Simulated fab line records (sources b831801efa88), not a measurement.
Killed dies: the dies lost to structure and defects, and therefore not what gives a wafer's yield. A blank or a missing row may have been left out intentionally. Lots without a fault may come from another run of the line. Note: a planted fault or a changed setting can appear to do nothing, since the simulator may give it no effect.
Which tool did it?    flow gf180mcu    24 lots with 72 wafers sampled at 5 steps, on a route of 602 steps

## WHAT THE GAUGES SHOWED, per wafer
GF_M4_OVL_MEAS_15.
lot   measured      on          M4_OVL (nm)
L074  day 25 13:08  overlay-01  -5 -7 -7
L075  day 26 00:37  overlay-01  -9 -12 -2
L076  day 26 06:55  overlay-02  -9 4 -2
L077  day 26 15:16  overlay-01  0 0 -7
L078  day 26 20:02  overlay-01  -1 -4 -6
L079  day 27 07:05  overlay-01  -9 -2 5
L080  day 27 11:05  overlay-01  -6 -5 -8
L081  day 27 17:37  overlay-02  -2 -11 -6
L082  day 28 07:37  overlay-01  0 -5 -5
L083  day 28 11:26  overlay-02  -6 5 2
L084  day 28 19:46  overlay-02  -11 -13 -11
L085  day 29 03:16  overlay-01  4 0 7
L086  day 29 06:22  overlay-01  -2 -3 7
L087  day 29 13:14  overlay-01  -5 2 2
L088  day 29 23:17  overlay-01  -9 -2 -4
L089  day 30 02:16  overlay-01  -1 -6 -2
L090  day 30 08:27  overlay-01  2 -3 -6
L091  day 30 17:59  overlay-01  -4 -5 -1
L092  day 30 20:39  overlay-01  -3 -3 -8
L093  day 31 03:19  overlay-01  -5 -7 1
L094  day 31 06:53  overlay-02  0 -4 6
L095  day 31 14:53  overlay-01  -1 -2 -2
L096  day 31 23:08  overlay-01  7 -2 -2
L097  day 32 02:32  overlay-02  -5 -4 -4

GF_PASSIVATION_THK_MEAS_03.
lot   measured      on             PASSIVATION_CVD_02_THK (nm)
L074  day 30 07:19  film-metro-02  702 714 703
L075  day 30 19:10  film-metro-04  691 707 703
L076  day 30 23:11  film-metro-04  690 702 699
L077  day 31 07:25  film-metro-02  694 698 706
L078  day 31 10:22  film-metro-02  687 707 708
L079  day 31 20:20  film-metro-02  690 687 697
L080  day 32 00:31  film-metro-04  688 692 704
L081  day 32 07:15  film-metro-04  684 690 698
L082  day 32 17:25  film-metro-04  686 699 696
L083  day 32 22:00  film-metro-02  689 698 707
L084  day 33 04:40  film-metro-02  684 701 695
L085  day 33 11:15  film-metro-04  685 699 704
L086  day 33 13:08  film-metro-02  692 702 687
L087  day 33 19:26  film-metro-03  688 704 712
L088  day 34 03:58  film-metro-02  694 684 698
L089  day 34 07:16  film-metro-03  694 717 711
L090  day 34 11:29  film-metro-04  699 703 706
L091  day 34 18:58  film-metro-04  695 697 709
L092  day 34 21:02  film-metro-04  701 705 708
L093  day 35 03:52  film-metro-02  696 707 713
L094  day 35 06:26  film-metro-03  702 694 706
L095  day 35 13:25  film-metro-03  695 698 712
L096  day 35 19:08  film-metro-04  697 719 702
L097  day 35 22:29  film-metro-02  706 708 702

## EACH LOT AND THE TOOL THAT RAN IT (in order: tool; ch and the chambers of the sampled wafers; start)
lot   GF_M3_SPUTTER_04              GF_V4_SPUTTER_21              GF_PASSIVATION_CVD_00
L074  pvd-sputter-04, day 22 10:01  pvd-sputter-02, day 26 13:29  pecvd-02 ch 0,2, day 30 06:53
L075  pvd-sputter-04, day 22 23:55  pvd-sputter-01, day 27 00:53  pecvd-04 ch 0,1, day 30 18:43
L076  pvd-sputter-03, day 23 07:01  pvd-sputter-01, day 27 07:13  pecvd-04 ch 0,2, day 30 22:46
L077  pvd-sputter-03, day 23 15:52  pvd-sputter-02, day 27 15:31  pecvd-02 ch 0,1,2, day 31 06:59
L078  pvd-sputter-03, day 23 19:31  pvd-sputter-03, day 27 19:56  pecvd-02 ch 0,2, day 31 09:56
L079  pvd-sputter-03, day 24 07:58  pvd-sputter-01, day 28 06:38  pecvd-02 ch 0,1,2, day 31 19:54
L080  pvd-sputter-03, day 24 12:57  pvd-sputter-03, day 28 10:32  pecvd-02 ch 0,2, day 32 00:05
L081  pvd-sputter-01, day 24 19:14  pvd-sputter-01, day 28 17:35  pecvd-03 ch 0,2, day 32 06:50
L082  pvd-sputter-01, day 25 10:13  pvd-sputter-03, day 29 06:02  pecvd-04 ch 1,2, day 32 16:59
L083  pvd-sputter-04, day 25 15:01  pvd-sputter-01, day 29 10:13  pecvd-04 ch 1,2, day 32 21:35
L084  pvd-sputter-04, day 26 00:37  pvd-sputter-01, day 29 18:38  pecvd-02 ch 0,2, day 33 04:14
L085  pvd-sputter-04, day 26 06:58  pvd-sputter-03, day 30 02:26  pecvd-04 ch 0,1,2, day 33 10:50
L086  pvd-sputter-04, day 26 11:52  pvd-sputter-01, day 30 04:53  pecvd-03 ch 0,1,2, day 33 12:43
L087  pvd-sputter-04, day 26 18:10  pvd-sputter-03, day 30 10:58  pecvd-04 ch 0,2, day 33 19:00
L088  pvd-sputter-04, day 27 04:17  pvd-sputter-02, day 30 21:26  pecvd-03 ch 0,2, day 34 03:32
L089  pvd-sputter-03, day 27 10:16  pvd-sputter-01, day 31 00:17  pecvd-04 ch 1,2, day 34 06:50
L090  pvd-sputter-03, day 27 15:23  pvd-sputter-02, day 31 06:17  pecvd-02 ch 1,2, day 34 11:02
L091  pvd-sputter-01, day 28 02:12  pvd-sputter-01, day 31 15:02  pecvd-02 ch 0,1,2, day 34 18:32
L092  pvd-sputter-04, day 28 04:49  pvd-sputter-01, day 31 18:02  pecvd-02 ch 0,1,2, day 34 20:35
L093  pvd-sputter-04, day 28 10:13  pvd-sputter-03, day 32 00:28  pecvd-03 ch 0,1,2, day 35 03:26
L094  pvd-sputter-04, day 28 15:03  pvd-sputter-03, day 32 03:59  pecvd-03 ch 0,1, day 35 06:00
L095  pvd-sputter-01, day 29 00:08  pvd-sputter-02, day 32 11:52  pecvd-03 ch 1,2, day 35 12:59
L096  pvd-sputter-01, day 29 08:14  pvd-sputter-01, day 32 19:20  pecvd-04 ch 1,2, day 35 18:42
L097  pvd-sputter-03, day 29 13:08  pvd-sputter-02, day 32 22:50  pecvd-02 ch 0,1,2, day 35 22:02
- GF_M3_SPUTTER_04: material TiN, target thk 50 nm, time 41.7 s.
- GF_V4_SPUTTER_21: material Ti, target thk 15 nm, time 80.02 s.
- GF_PASSIVATION_CVD_00: deposits SiO2 from TEOS, target thk 1000 nm, time 111.95 s.

## AS READ BY THE TOOLS THEMSELVES (means over the sampled wafers that have a number; for cases with no such wafer, the mark the record gives instead)
GF_M3_SPUTTER_04.
lot   tool            chamber-pressure-pa (Pa)  throttle-valve-pct (%)
L074  pvd-sputter-04  0.4009                    30.3
L075  pvd-sputter-04  0.4000                    30.6
L076  pvd-sputter-03  0.4002                    29.9
L077  pvd-sputter-03  0.3999                    30.1
L078  pvd-sputter-03  0.4003                    29.7
L079  pvd-sputter-03  0.3996                    30.2
L080  pvd-sputter-03  0.4007                    30.2
L081  pvd-sputter-01  0.3998                    28.7
L082  pvd-sputter-01  0.4007                    28.8
L083  pvd-sputter-04  0.4005                    30.4
L084  pvd-sputter-04  0.3999                    30.3
L085  pvd-sputter-04  0.4000                    30.3
L086  pvd-sputter-04  0.3996                    30.2
L087  pvd-sputter-04  0.3999                    30.1
L088  pvd-sputter-04  0.3997                    30.4
L089  pvd-sputter-03  0.3992                    30.6
L090  pvd-sputter-03  0.4000                    30.4
L091  pvd-sputter-01  0.4002                    29.2
L092  pvd-sputter-04  0.3998                    30.6
L093  pvd-sputter-04  0.3995                    30.6
L094  pvd-sputter-04  0.3999                    30.5
L095  pvd-sputter-01  0.3995                    29.5
L096  pvd-sputter-01  0.4007                    29.3
L097  pvd-sputter-03  0.3997                    30.9

GF_V4_SPUTTER_21.
lot   tool            chamber-pressure-pa (Pa)  throttle-valve-pct (%)
L074  pvd-sputter-02  5.007                     30.1
L075  pvd-sputter-01  5.000                     29.0
L076  pvd-sputter-01  5.005                     29.3
L077  pvd-sputter-02  4.996                     30.1
L078  pvd-sputter-03  4.998                     30.1
L079  pvd-sputter-01  5.002                     29.3
L080  pvd-sputter-03  4.997                     29.7
L081  pvd-sputter-01  4.997                     29.6
L082  pvd-sputter-03  5.002                     30.2
L083  pvd-sputter-01  5.002                     29.0
L084  pvd-sputter-01  4.997                     29.4
L085  pvd-sputter-03  5.009                     29.8
L086  pvd-sputter-01  4.995                     29.1
L087  pvd-sputter-03  5.005                     30.5
L088  pvd-sputter-02  5.002                     30.8
L089  pvd-sputter-01  4.987                     29.0
L090  pvd-sputter-02  4.999                     29.6
L091  pvd-sputter-01  5.002                     28.9
L092  pvd-sputter-01  4.999                     29.7
L093  pvd-sputter-03  5.004                     30.1
L094  pvd-sputter-03  5.004                     29.6
L095  pvd-sputter-02  5.006                     30.3
L096  pvd-sputter-01  4.997                     29.8
L097  pvd-sputter-02  5.005                     30.3

GF_PASSIVATION_CVD_00.
lot   tool      heater-power-w (W)
L074  pecvd-02  634
L075  pecvd-04  669
L076  pecvd-04  665
L077  pecvd-02  628
L078  pecvd-02  618
L079  pecvd-02  622
L080  pecvd-02  652
L081  pecvd-03  580
L082  pecvd-04  682
L083  pecvd-04  694
L084  pecvd-02  675
L085  pecvd-04  720
L086  pecvd-03  632
L087  pecvd-04  700
L088  pecvd-03  587
L089  pecvd-04  721
L090  pecvd-02  615
L091  pecvd-02  604
L092  pecvd-02  581
L093  pecvd-03  613
L094  pecvd-03  693
L095  pecvd-03  601
L096  pecvd-04  710
L097  pecvd-02  667

## THE ANSWER, worked out from the rows above alone
Rule: what is usual is taken from the lots themselves. Put in order of their means at a reading, lots are off if they are a third of the lots or fewer, leave a main group of 4 or more, and stand apart from it by a gap of 3 or more times the standard deviation of the main group's means; of several such gaps the widest counts. The tables above print the reading to a certain number of digits; a main group whose means all agree to those digits is not used. A lot without any number at a reading at which 4 lots or more have one is off too. Any other lot the step has rows for is counted as sound. After the gauges, taken in route order, come the tools' own readings; for these a lot's mean is taken, as printed above. At the first step where some lot is off, the reading lying furthest off is the one used; lots without a number count as furthest.
None of the lots is off at any reading shown; this tells nothing.

## WHAT THE SIMULATOR HAD PUT IN
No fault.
